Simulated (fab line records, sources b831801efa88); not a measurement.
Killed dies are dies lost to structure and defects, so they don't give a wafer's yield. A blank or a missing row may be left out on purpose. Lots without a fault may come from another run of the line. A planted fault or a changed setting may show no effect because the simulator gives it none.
fab line records | flow sky130
record lots=12 wafers=36 last_day=50
route steps=708 shown LOCAL_INTERCONNECT@388 CONTACT@406 PAD_OPEN@708
lots that met no fault: from a run of the same line without faults
start_h: hours from the record's first day to the start of the lot's first wafer shown | wait_h: hours since the lot's step before | " the same as in the row above | L1.1+2: a row that stands for several wafers | - no value, or no start given | * or withheld: withheld | < > ~ a bound
route shown NAME@n: a module of which the file shows steps, and the number in the route of the first | usual: mean/standard deviation of fault-free wafers | same: alike in all rows | chamber/n: place in a boat | sites: the reading at each site | _std_site: their standard deviation | _edge_site: outer sites' mean less inner sites' | radius_mm: how far each site lies from the wafer's centre | mask NAME#n: copy n | behind: the tool/chamber that last shaped the wafer | hold: why the lot was held/for how many hours/how that ended | device: the transistor (n, p or np) that didn't switch | end of line: the same wafers' tests at the end of the route | a step without rows: its recipe alone | killed: dies lost to structure and defects at the first sort, not the wafer's yield | map: a wafer's dies, x killed, . not, _ none there
set.NAME: the setting as run; set.NAME@STEP: as run at that earlier step | model.NAME: the simulator's own value behind a step, which no gauge read
steps of the route over a sample of lots; a table a step, a row a wafer
services: from which hour (start_h, from the record's first day; less than 0 if before it) a tool's chamber was out of use, for how many hours, and why
## steps
# step SKY_LOCAL_INTERCONNECT_RS_MEAS_01
# recipe thk_meas_gauge=four-point-probe reads=TiN_of_LOCAL_INTERCONNECT_SPUTTER_00
# usual LOCAL_INTERCONNECT_TIN_RS=14.11/0.13
# columns lot.wafer tool chamber start_h wait_h LOCAL_INTERCONNECT_TIN_RS[ohm/sq]
L858.1 film_metro-03 - 683.76 0.0 14.01
L858.2 " - " " 14.05
L858.5 " - " " 13.88
L859.2 film_metro-03 - 692.48 0.1 14.12
L859.3 " - " " 14.24
L859.4 " - " " 14.31
L867.1 film_metro-01 - 759.95 0.0 14.30
L867.3 " - " " 14.32
L867.4 " - " " 14.19
L868.1 film_metro-02 - 767.62 0.0 14.09
L868.4 " - " " 14.12
L868.6 " - " " 14.18
L872.1 film_metro-02 - 815.71 0.0 14.09
L872.4 " - " " 14.20
L872.6 " - " " 14.03
L873.1 film_metro-03 - 819.19 0.0 14.21
L873.2 " - " " 14.11
L873.4 " - " " 14.23
L871.2 film_metro-01 - 822.07 0.1 14.17
L871.4 " - " " 14.16
L871.5 " - " " 14.11
L875.3 film_metro-02 - 826.39 0.1 14.09
L875.4 " - " " 14.13
L875.6 " - " " 14.10
L876.1 film_metro-03 - 844.47 0.0 14.24
L876.5 " - " " 14.21
L876.6 " - " " 14.24
L877.1 film_metro-01 - 854.37 0.0 14.23
L877.2 " - " " 14.25
L877.4 " - " " 14.26
L879.2 film_metro-03 - 855.66 0.1 14.27
L879.3 " - " " 14.36
L879.6 " - " " 14.29
L878.1 film_metro-01 - 860.29 0.0 14.16
L878.2 " - " " 14.17
L878.3 " - " " 14.13
# step SKY_LOCAL_INTERCONNECT_METAL_ETCH_14
# recipe target_depth_nm=110 stop_on=PSG chemistry=Cl2/BCl3 target=TiN resist_sidewall_deg=88 pressure_mtorr=10 icp_w=900 bias_w=48.5 Cl2_flow_sccm=60 bcl3_flow_sccm=30 time_s=31.4
# usual chamber_pressure_mTorr=10.000/0.0094 drypump_motor_current_A=5.5/0.3 he_backside_leak_sccm=3.33/0.24 oes_product_au=0.942/0.0063 throttle_valve_pct=21.900/0.0087
# same time_s=31.4
# columns lot.wafer tool chamber start_h wait_h chamber_pressure_mTorr drypump_motor_current_A he_backside_leak_sccm oes_product_au rf_hours_counter_h throttle_valve_pct
L858.1 rie_metal-01 1 712.64 0.1 9.997 5.8 3.61 0.941 4 21.894
L858.2 " 1 " " 9.994 5.8 3.59 0.942 - 21.885
L858.5 " 1 " " 10.014 5.8 3.59 0.954 - 21.894
L859.2 rie_metal-04 0 720.95 0.0 9.998 5.7 3.47 0.941 11 21.897
L859.3 " 0 " " 9.995 5.6 3.60 0.940 - 21.900
L859.4 " 1 " " 9.999 5.3 3.08 0.938 - 21.928
L867.1 rie_metal-02 1 786.47 0.1 9.996 5.2 3.31 0.932 6 21.901
L867.3 " 1 " " 10.019 5.2 3.29 0.929 - 21.897
L867.4 " 1 " " 10.001 5.2 3.31 0.943 - 21.892
L868.1 rie_metal-04 0 794.25 0.0 10.007 5.7 3.39 0.932 14 21.898
L868.4 " 1 " " 9.990 5.2 3.03 0.947 - 21.900
L868.6 " 1 " " 9.974 5.2 3.08 0.949 - 21.894
L872.1 rie_metal-04 1 841.96 0.0 9.997 5.3 3.10 0.942 9 21.885
L872.4 " 0 " " 9.997 5.7 3.61 0.944 - 21.912
L872.6 " 0 " " 9.991 5.7 3.44 0.945 - 21.900
L873.1 rie_metal-04 0 845.20 0.1 10.000 5.7 3.52 0.938 16 21.891
L873.2 " 1 " " 10.007 5.2 3.29 0.941 9 21.892
L873.4 " 1 " " 10.006 5.2 3.20 0.935 - 21.910
L871.2 rie_metal-04 0 848.35 0.1 9.996 5.7 3.74 0.936 16 21.915
L871.4 " 1 " " 9.985 5.2 3.38 0.944 - 21.912
L871.5 " 1 " " 9.989 5.2 3.33 0.933 - 21.894
L875.3 rie_metal-04 1 851.95 0.1 10.004 5.2 3.00 0.938 - 21.899
L875.4 " 0 " " 9.998 5.6 3.59 0.948 - 21.900
L875.6 " 0 " " 9.997 5.7 3.77 0.937 - 21.898
L876.1 rie_metal-01 0 870.53 0.0 10.018 5.2 2.97 0.936 5 21.900
L876.5 " 1 " " 9.994 5.8 3.62 0.938 - 21.906
L876.6 " 0 " " 10.017 5.2 2.91 0.933 - 21.909
L877.1 rie_metal-04 1 880.68 0.0 10.002 5.2 3.06 0.934 11 21.897
L877.2 " 0 " " 9.999 5.6 3.43 0.940 18 21.896
L877.4 " 1 " " 9.999 5.2 3.04 0.935 - 21.909
L879.2 rie_metal-01 0 881.68 0.1 9.995 5.2 2.92 0.935 6 21.903
L879.3 " 0 " " 9.991 5.2 3.15 0.933 - 21.898
L879.6 " 1 " " 9.995 5.8 3.68 0.938 - 21.902
L878.1 rie_metal-01 0 886.36 0.0 10.010 5.2 3.12 0.948 6 21.903
L878.2 " 1 " " 10.006 5.8 3.63 0.937 11 21.910
L878.3 " 0 " " 10.009 5.2 3.20 0.940 - 21.896
# step SKY_CONTACT_CVD_00
# recipe material=Si3N4 target_thk_nm=75 temp_c=400 time_s=withheld rf_w=450
# usual heater_power_outer_w=422/67 heater_power_w=734/110 susceptor_temp_C=399.99/0.21
# columns lot.wafer tool chamber start_h wait_h heater_power_outer_w heater_power_w susceptor_temp_C
L858.1 pecvd-04 0 713.34 0.0 393 753 400.34
L858.2 " 1 " " 332 566 400.08
L858.5 " 2 " " 424 770 400.19
L858.1 pecvd-04 0 713 - 402 740 400.03
L858.2 " 1 " " 327 563 400.13
L858.5 " 2 " " 426 761 399.91
L859.2 pecvd-02 2 721.63 0.0 443 783 400.25
L859.3 " 1 " " 511 860 399.78
L859.4 " 0 " " 427 747 400.03
L867.1 pecvd-03 1 787.17 0.0 356 628 400.23
L867.3 " 0 " " 359 563 400.38
L867.4 " 1 " " 366 642 399.88
L868.1 pecvd-03 1 794.90 0.0 389 680 400.06
L868.4 " 1 " " 394 685 400.07
L868.6 " 1 " " 400 686 399.84
L868.1 pecvd-03 1 795 - 403 689 399.94
L868.4 " 1 " " 398 690 400.03
L868.6 " 1 " " 407 696 399.93
L872.1 pecvd-04 0 842.60 0.0 417 779 400.02
L872.4 " 0 " " 298 631 399.99
L872.6 " 0 " " 307 638 399.92
L873.1 pecvd-02 2 845.86 0.0 441 761 399.70
L873.2 " 2 " " 438 788 399.79
L873.4 " 2 " " 447 792 399.88
L871.2 pecvd-04 2 849.01 0.0 374 717 399.84
L871.4 " 0 " " 415 727 400.01
L871.5 " 2 " " 377 698 399.73
L875.3 pecvd-02 0 852.58 0.0 404 737 400.07
L875.4 " 1 " " 450 795 399.71
L875.6 " 0 " " 417 743 399.78
L876.1 pecvd-02 2 871.21 0.0 496 869 400.19
L876.5 " 1 " " 553 906 399.91
L876.6 " 0 " " 446 785 400.09
L877.1 pecvd-02 2 882.59 0.0 517 891 400.12
L877.2 " 0 " " 507 876 399.89
L877.4 " 0 " " 497 869 399.93
L879.2 pecvd-03 2 882.65 0.0 417 713 399.70
L879.3 " 0 " " 343 534 400.20
L879.6 " 2 " " 411 746 400.00
L878.1 pecvd-03 1 887.04 0.0 438 762 400.20
L878.2 " 0 " " 420 621 399.87
L878.3 " 2 " " 321 621 399.73
# step SKY_CONTACT_THK_MEAS_01
# recipe reads=Si3N4_of_CONTACT_CVD_00
# usual CONTACT_CVD_00_THK=75.3/0.95
# columns lot.wafer tool chamber start_h wait_h CONTACT_CVD_00_THK[nm]
L858.1 film_metro-03 - 713.57 - 150.8
L858.2 " - " " 149.6
L858.5 " - " " 152.5
L858.1 film_metro-03 - 713.80 0.2 150.8
L858.2 " - " " 149.6
L858.5 " - " " 152.6
L859.2 film_metro-03 - 721.68 - 74.5
L859.3 " - " " 73.9
L859.4 " - " " 74.4
L867.1 film_metro-01 - 787.22 - 73.7
L867.3 " - " " 75.2
L867.4 " - " " 75.5
L868.1 film_metro-04 - 795.16 - 147.2
L868.4 " - " " 149.8
L868.6 " - " " 150.1
L868.1 film_metro-04 - 795.39 0.2 147.3
L868.4 " - " " 149.7
L868.6 " - " " 150.0
L872.1 film_metro-03 - 842.65 - 73.5
L872.4 " - " " 76.5
L872.6 " - " " 74.5
L873.1 film_metro-04 - 845.96 - 74.8
L873.2 " - " " 75.7
L873.4 " - " " 75.2
L871.2 film_metro-04 - 849.06 - 74.0
L871.4 " - " " 75.4
L871.5 " - " " 74.8
L875.3 film_metro-03 - 852.64 - 74.9
L875.4 " - " " 75.6
L875.6 " - " " 76.6
L876.1 film_metro-04 - 871.25 - 75.7
L876.5 " - " " 75.6
L876.6 " - " " 75.9
L877.1 film_metro-01 - 882.62 - 75.2
L877.2 " - " " 76.2
L877.4 " - " " 76.8
L879.2 film_metro-03 - 882.71 - 74.2
L879.3 " - " " 76.1
L879.6 " - " " 76.3
L878.1 film_metro-01 - 887.07 - 73.7
L878.2 " - " " 74.5
L878.3 " - " " 74.4
# step SKY_CONTACT_CD_MEAS_14
# recipe target_cd_nm=170
# usual cd_nm=169.9/1.3
# columns lot.wafer tool chamber start_h wait_h cd_nm
L859.2 cd_sem-02 - 750.80 - 169.8
L859.3 " - " " 170.3
L859.4 " - " " 170.0
L867.1 cd_sem-02 - 814.69 - 169.5
L867.3 " - " " 169.7
L867.4 " - " " 167.8
L872.1 cd_sem-02 - 868.34 - 169.9
L872.4 " - " " 171.6
L872.6 " - " " 169.5
L873.1 cd_sem-02 - 872.23 - 167.8
L873.2 " - " " 169.4
L873.4 " - " " 169.7
L871.2 cd_sem-01 - 875.81 - 169.5
L871.4 " - " " 169.4
L871.5 " - " " 170.4
L875.3 cd_sem-01 - 879.05 - 168.8
L875.4 " - " " 167.0
L875.6 " - " " 167.8
L876.1 cd_sem-01 - 897.09 - 168.4
L876.5 " - " " 168.8
L876.6 " - " " 168.4
L877.1 cd_sem-02 - 908.24 - 167.9
L877.2 " - " " 169.1
L877.4 " - " " 167.8
L879.2 cd_sem-02 - 908.38 - 171.5
L879.3 " - " " 173.2
L879.6 " - " " 172.1
L878.1 cd_sem-02 - 913.04 - 170.6
L878.2 " - " " 169.2
L878.3 " - " " 169.0
# step SKY_PAD_OPEN_PROBE_99
# usual defect_limited_yield=82.4/2.1 killed_at_M0_to_M3=44/7 killed_at_M4_up=3.0/1.9 killed_at_contacts=24/5.4 killed_at_front_end=15/4.6 killed_at_other=0.3/0.5 killed_dies=87/10 killed_open=47/7 killed_short=40/6.2 sort_bin_3_pad_short=0.9/0.5 sort_bin_5_function=10.4/1.4 sort_bin_6_memory=6.3/1.2 sort_n_pass=405/10 sort_yield_pct=82.4/2.1
# same gross_dies=492 killed_at_back_side=0 sort_bin_4_leakage[%]=0 sort_bin_8_speed[%]=0
# columns lot.wafer tool chamber start_h wait_h defect_limited_yield[%] killed_at_M0_to_M3 killed_at_M4_up killed_at_contacts killed_at_front_end killed_at_other killed_dies killed_open killed_short sort_bin_3_pad_short[%] sort_bin_5_function[%] sort_bin_6_memory[%] sort_n_pass sort_yield_pct[%]
L859.2 prober-01 - 1085.20 0.1 84.1 39 3 26 9 1 78 38 40 0.8 8.9 6.1 414 84.1
L859.3 prober-01 - 1085.25 0.2 84.3 40 2 20 15 0 77 50 27 0.8 9.1 5.7 415 84.3
L859.4 prober-01 - 1085.30 0.2 87.0 35 3 13 13 0 64 33 31 0.2 6.9 5.9 428 87.0
L867.1 prober-02 - 1131.05 0.1 83.1 41 3 22 17 0 83 45 38 0.4 10.0 6.5 409 83.1
L867.3 prober-02 - 1131.15 0.2 77.6 57 2 31 20 0 110 58 52 1.6 11.4 9.3 382 77.6
L867.4 prober-02 - 1131.20 0.2 80.5 48 1 31 15 1 96 50 46 1.0 11.8 6.7 396 80.5
L872.1 prober-01 - 1170.05 0.1 85.2 41 0 16 15 1 73 45 28 0.2 8.7 5.9 419 85.2
L872.4 prober-01 - 1170.20 0.2 82.7 46 0 28 11 0 85 49 36 1.2 10.6 5.5 407 82.7
L872.6 prober-01 - 1170.30 0.2 80.9 46 3 24 21 0 94 46 48 0.8 12.4 5.9 398 80.9
L873.1 prober-02 - 1174.84 0.1 85.2 34 1 24 14 0 73 40 33 0 8.9 5.9 419 85.2
L873.2 prober-02 - 1174.89 0.1 85.2 38 2 20 13 0 73 42 31 0.4 8.9 5.5 419 85.2
L873.4 prober-02 - 1174.99 0.2 83.7 39 1 27 13 0 80 41 39 0.4 9.1 6.7 412 83.7
L871.2 prober-01 - 1178.85 0.1 86.2 34 5 20 9 0 68 35 33 1.2 8.3 4.3 424 86.2
L871.4 prober-01 - 1178.95 0.2 80.3 42 6 29 20 0 97 56 41 0.6 11.6 7.5 395 80.3
L871.5 prober-01 - 1179.00 0.2 85.0 39 4 20 11 0 74 45 29 0.6 9.1 5.3 418 85.0
L875.3 prober-02 - 1180.40 0.2 80.5 46 3 25 22 0 96 53 43 1.0 11.6 6.9 396 80.5
L875.4 prober-02 - 1180.45 0.2 83.1 50 4 19 10 0 83 46 37 1.2 9.6 6.1 409 83.1
L875.6 prober-02 - 1180.55 0.2 81.1 45 2 29 17 0 93 60 33 1.4 12.8 4.7 399 81.1
L876.1 prober-01 - 1193.10 0.1 83.9 50 3 16 10 0 79 47 32 1.2 9.6 5.3 413 83.9
L876.5 prober-01 - 1193.30 0.2 79.5 60 8 24 9 0 101 56 45 0.6 11.8 8.1 391 79.5
L876.6 prober-01 - 1193.35 0.2 82.1 45 4 20 19 0 88 48 40 0.6 11.8 5.5 404 82.1
L879.2 prober-02 - 1197.27 0.1 84.8 38 2 17 18 0 75 36 39 0.8 8.9 5.5 417 84.8
L879.3 prober-02 - 1197.32 0.2 80.9 41 2 29 22 0 94 51 43 1.4 11.4 6.3 398 80.9
L879.6 prober-02 - 1197.47 0.2 83.1 39 1 30 12 1 83 45 38 0.2 11.4 5.3 409 83.1
L877.1 prober-01 - 1198.31 0.1 83.5 39 2 20 20 0 81 42 39 1.6 8.3 6.5 411 83.5
L877.2 prober-01 - 1198.36 0.1 83.3 40 2 20 20 0 82 44 38 0.8 8.9 6.9 410 83.3
L877.4 prober-01 - 1198.46 0.2 83.5 45 4 20 12 0 81 43 38 0.4 10.4 5.7 411 83.5
L878.1 prober-02 - 1201.53 0.1 82.7 50 3 22 9 1 85 50 35 0.2 11.8 5.3 407 82.7
L878.2 prober-02 - 1201.58 0.1 85.8 32 3 24 11 0 70 40 30 1.2 8.1 4.9 422 85.8
L878.3 prober-02 - 1201.63 0.2 83.5 49 2 18 11 1 81 42 39 1.2 10.2 5.1 411 83.5
# killed by level:class
L859.2 CONTACT:geometric_particle:open=10 METAL2:geometric_particle:short=8 VIA1:geometric_particle:open=6 METAL1:geometric_particle:short=5 VIA1:geometric_particle:short=5 VIA3:geometric_particle:open=5 LI_CONTACT:geometric_particle:open=4 LOCAL_INTERCONNECT:geometric_particle:short=4
L859.3 CONTACT:geometric_particle:open=10 VIA3:geometric_particle:open=8 VIA1:geometric_particle:short=6 POLY_GATE:geometric_particle:open=5 LI_CONTACT:geometric_particle:open=5 VIA1:geometric_particle:open=5 METAL2:geometric_particle:short=5 VIA2:geometric_particle:open=5
L859.4 CONTACT:geometric_particle:open=6 METAL1:geometric_particle:short=6 VIA1:geometric_particle:open=6 VIA2:geometric_particle:open=5 POLY_GATE:geometric_particle:open=4 VIA3:geometric_particle:open=4 FIELD_ISO:geometric_particle:short=3 POLY_GATE:geometric_particle:short=3
L867.1 VIA1:geometric_particle:open=10 CONTACT:geometric_particle:open=9 FIELD_ISO:geometric_particle:open=7 VIA1:geometric_particle:short=6 LI_CONTACT:geometric_particle:open=5 VIA2:geometric_particle:open=5 FIELD_ISO:geometric_particle:short=4 METAL1:geometric_particle:short=4
L867.3 VIA1:geometric_particle:open=16 CONTACT:geometric_particle:open=14 METAL1:geometric_particle:short=8 CONTACT:geometric_particle:short=7 POLY_GATE:geometric_particle:open=6 VIA2:geometric_particle:short=6 LI_CONTACT:geometric_particle:open=6 VIA1:geometric_particle:short=6
L867.4 LI_CONTACT:geometric_particle:open=10 VIA1:geometric_particle:open=10 CONTACT:geometric_particle:open=9 VIA1:geometric_particle:short=9 CONTACT:geometric_particle:short=7 VIA3:geometric_particle:open=7 METAL2:geometric_particle:short=6 FIELD_ISO:geometric_particle:short=5
L872.1 VIA1:geometric_particle:open=10 VIA3:geometric_particle:open=9 VIA2:geometric_particle:open=9 LI_CONTACT:geometric_particle:open=4 CONTACT:geometric_particle:short=4 FIELD_ISO:geometric_particle:short=3 POLY_GATE:geometric_particle:short=3 SPACER:geometric_particle:short=3
L872.4 CONTACT:geometric_particle:open=11 VIA2:geometric_particle:open=10 LI_CONTACT:geometric_particle:open=8 METAL1:geometric_particle:short=8 VIA1:geometric_particle:open=8 VIA1:geometric_particle:short=5 METAL2:geometric_particle:short=5 CONTACT:geometric_particle:short=4
L872.6 VIA2:geometric_particle:open=10 LI_CONTACT:geometric_particle:open=9 CONTACT:geometric_particle:short=8 VIA1:geometric_particle:short=8 POLY_GATE:geometric_particle:short=7 VIA3:geometric_particle:open=7 FIELD_ISO:geometric_particle:open=6 VIA1:geometric_particle:open=6
L873.1 VIA1:geometric_particle:open=12 LI_CONTACT:geometric_particle:open=8 METAL2:geometric_particle:short=7 CONTACT:geometric_particle:open=5 LOCAL_INTERCONNECT:geometric_particle:short=5 VIA2:geometric_particle:open=5 FIELD_ISO:geometric_particle:open=4 LI_CONTACT:geometric_particle:short=4
L873.2 CONTACT:geometric_particle:open=12 METAL2:geometric_particle:short=8 VIA1:geometric_particle:open=7 FIELD_ISO:geometric_particle:open=6 METAL1:geometric_particle:short=6 FIELD_ISO:geometric_particle:short=3 LI_CONTACT:geometric_particle:open=3 METAL1:geometric_particle:open=3
L873.4 VIA1:geometric_particle:open=10 CONTACT:geometric_particle:open=9 CONTACT:geometric_particle:short=8 VIA2:geometric_particle:open=5 POLY_GATE:geometric_particle:short=4 LI_CONTACT:geometric_particle:open=4 LOCAL_INTERCONNECT:geometric_particle:short=4 VIA1:geometric_particle:short=4
L871.2 CONTACT:geometric_particle:open=7 LI_CONTACT:geometric_particle:open=7 VIA1:geometric_particle:open=7 VIA1:geometric_particle:short=6 METAL2:geometric_particle:short=5 POLY_GATE:geometric_particle:open=4 METAL1:geometric_particle:short=4 METAL3:geometric_particle:short=4
L871.4 VIA1:geometric_particle:open=18 CONTACT:geometric_particle:open=9 VIA3:geometric_particle:open=8 LOCAL_INTERCONNECT:geometric_particle:short=6 LI_CONTACT:geometric_particle:open=5 VIA1:geometric_particle:short=5 CONTACT:geometric_particle:short=5 FIELD_ISO:geometric_particle:short=4
L871.5 VIA1:geometric_particle:open=13 LI_CONTACT:geometric_particle:open=8 CONTACT:geometric_particle:open=7 VIA2:geometric_particle:open=7 POLY_GATE:geometric_particle:open=4 METAL1:geometric_particle:short=4 VIA1:geometric_particle:short=4 METAL2:geometric_particle:short=4
L875.3 VIA1:geometric_particle:open=14 LI_CONTACT:geometric_particle:open=12 CONTACT:geometric_particle:open=7 FIELD_ISO:geometric_particle:short=5 METAL1:geometric_particle:short=5 VIA2:geometric_particle:short=5 VIA2:geometric_particle:open=5 FIELD_ISO:geometric_particle:open=4
L875.4 VIA1:geometric_particle:open=14 METAL2:geometric_particle:short=9 CONTACT:geometric_particle:open=7 VIA2:geometric_particle:open=7 METAL1:geometric_particle:short=5 VIA3:geometric_particle:open=5 LI_CONTACT:geometric_particle:open=4 LOCAL_INTERCONNECT:geometric_particle:short=3
L875.6 VIA1:geometric_particle:open=18 LI_CONTACT:geometric_particle:open=10 CONTACT:geometric_particle:open=9 METAL2:geometric_particle:short=8 VIA3:geometric_particle:open=7 FIELD_ISO:geometric_particle:short=5 FIELD_ISO:geometric_particle:open=4 LI_CONTACT:geometric_particle:short=4
L876.1 VIA1:geometric_particle:open=11 VIA2:geometric_particle:open=11 VIA3:geometric_particle:open=10 CONTACT:geometric_particle:open=6 METAL1:geometric_particle:short=5 FIELD_ISO:geometric_particle:short=4 CONTACT:geometric_particle:short=4 POLY_GATE:geometric_particle:open=3
L876.5 VIA1:geometric_particle:open=13 CONTACT:geometric_particle:open=11 METAL2:geometric_particle:short=11 VIA3:geometric_particle:open=7 METAL4:geometric_particle:short=7 METAL1:geometric_particle:short=6 VIA2:geometric_particle:open=6 VIA1:geometric_particle:short=5
L876.6 VIA2:geometric_particle:open=9 VIA1:geometric_particle:open=9 CONTACT:geometric_particle:short=6 FIELD_ISO:geometric_particle:open=5 LOCAL_INTERCONNECT:geometric_particle:short=5 VIA1:geometric_particle:short=5 POLY_GATE:geometric_particle:open=4 CONTACT:geometric_particle:open=4
L879.2 VIA1:geometric_particle:open=8 FIELD_ISO:geometric_particle:short=6 LI_CONTACT:geometric_particle:open=6 VIA1:geometric_particle:short=6 CONTACT:geometric_particle:open=5 VIA3:geometric_particle:open=5 FIELD_ISO:geometric_particle:open=4 LOCAL_INTERCONNECT:geometric_particle:short=4
L879.3 LI_CONTACT:geometric_particle:open=11 METAL2:geometric_particle:short=11 VIA1:geometric_particle:open=9 VIA2:geometric_particle:open=6 CONTACT:geometric_particle:open=6 FIELD_ISO:geometric_particle:open=5 FIELD_ISO:geometric_particle:short=5 POLY_GATE:geometric_particle:short=5
L879.6 CONTACT:geometric_particle:open=16 VIA3:geometric_particle:open=5 VIA1:geometric_particle:open=5 LI_CONTACT:geometric_particle:open=5 LOCAL_INTERCONNECT:geometric_particle:short=5 METAL1:geometric_particle:short=5 VIA1:geometric_particle:short=5 VIA2:geometric_particle:short=5
L877.1 LI_CONTACT:geometric_particle:open=7 VIA1:geometric_particle:open=7 POLY_GATE:geometric_particle:short=6 CONTACT:geometric_particle:open=6 VIA2:geometric_particle:open=6 VIA3:geometric_particle:short=5 POLY_GATE:geometric_particle:open=4 METAL2:geometric_particle:short=4
L877.2 VIA1:geometric_particle:open=7 VIA3:geometric_particle:open=6 CONTACT:geometric_particle:open=6 FIELD_ISO:geometric_particle:short=5 POLY_GATE:geometric_particle:open=5 LI_CONTACT:geometric_particle:open=5 METAL1:geometric_particle:short=5 METAL2:geometric_particle:short=5
L877.4 VIA2:geometric_particle:open=11 VIA1:geometric_particle:open=9 METAL2:geometric_particle:short=8 CONTACT:geometric_particle:open=7 METAL1:geometric_particle:short=6 VIA3:geometric_particle:open=5 FIELD_ISO:geometric_particle:short=4 LOCAL_INTERCONNECT:geometric_particle:short=4
L878.1 VIA1:geometric_particle:open=17 CONTACT:geometric_particle:open=9 VIA1:geometric_particle:short=8 VIA2:geometric_particle:open=6 VIA3:geometric_particle:open=6 LI_CONTACT:geometric_particle:open=5 METAL1:geometric_particle:short=3 LOCAL_INTERCONNECT:geometric_particle:short=3
L878.2 VIA1:geometric_particle:open=14 CONTACT:geometric_particle:open=10 VIA1:geometric_particle:short=6 LI_CONTACT:geometric_particle:short=4 LI_CONTACT:geometric_particle:open=4 CONTACT:geometric_particle:short=4 METAL1:geometric_particle:short=3 FIELD_ISO:geometric_particle:short=2
L878.3 VIA1:geometric_particle:open=10 VIA3:geometric_particle:short=7 LI_CONTACT:geometric_particle:open=6 CONTACT:geometric_particle:open=6 VIA1:geometric_particle:short=6 VIA2:geometric_particle:open=6 METAL2:geometric_particle:short=5 VIA3:geometric_particle:open=4
## services
# columns tool chamber start_h hours kind
rie_metal-04 - 691.48 1.4 pm
pecvd-02 - 698.27 1.6 repair
rie_metal-01 0 700.02 - clean
rie_metal-01 0 700.02 19.3 scheduled_down
rie_metal-01 0 700.02 19.3 vent_cycle
pecvd-03 - 713.46 1.5 repair
pecvd-04 0 728.27 18.4 repair
pecvd-02 0 734.94 2.1 scheduled_down
rie_metal-01 0 745.87 1.9 repair
rie_metal-02 - 749.32 1.4 pm
rie_metal-02 0 777.84 17.2 repair
pecvd-02 2 781.74 2.1 scheduled_down
pecvd-03 2 784.95 20.2 repair
pecvd-04 0 803.82 2.1 scheduled_down
pecvd-03 - 821.27 2.8 pm
pecvd-02 0 840.70 5.5 scheduled_down
pecvd-02 1 844.63 6.2 repair
pecvd-03 1 868.50 5.5 scheduled_down
pecvd-04 1 870.33 3.5 repair
pecvd-04 1 876.44 21.0 repair
pecvd-04 - 877.88 5.5 pm
pecvd-03 1 879.30 4.3 repair
rie_metal-02 - 880.37 0.1 repair
rie_metal-04 - 884.68 2.8 pm
## key
first_sign step=SKY_CONTACT_CVD_00 reading=visit direction=added
effect step=SKY_CONTACT_THK_MEAS_01 reading=visit direction=added
effect step=SKY_CONTACT_THK_MEAS_01 reading=CONTACT_CVD_00_THK direction=up sigmas=79 usual=75.3 struck=150.0
met_at SKY_CONTACT_CVD_00
struck_lots L858,L868
scrapped_behind SKY_CONTACT_THK_MEAS_01 L858.1,L858.2,L858.5,L868.1,L868.4,L868.6
not_acting_at SKY_LOCAL_INTERCONNECT_RS_MEAS_01,SKY_LOCAL_INTERCONNECT_METAL_ETCH_14,SKY_CONTACT_CD_MEAS_14
fault kind=repeated_step_whole tool=pecvd-02,pecvd-03,pecvd-04 chamber=- onset_h=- steps=SKY_CONTACT_CVD_00 times=1 scope=struck_lots_only
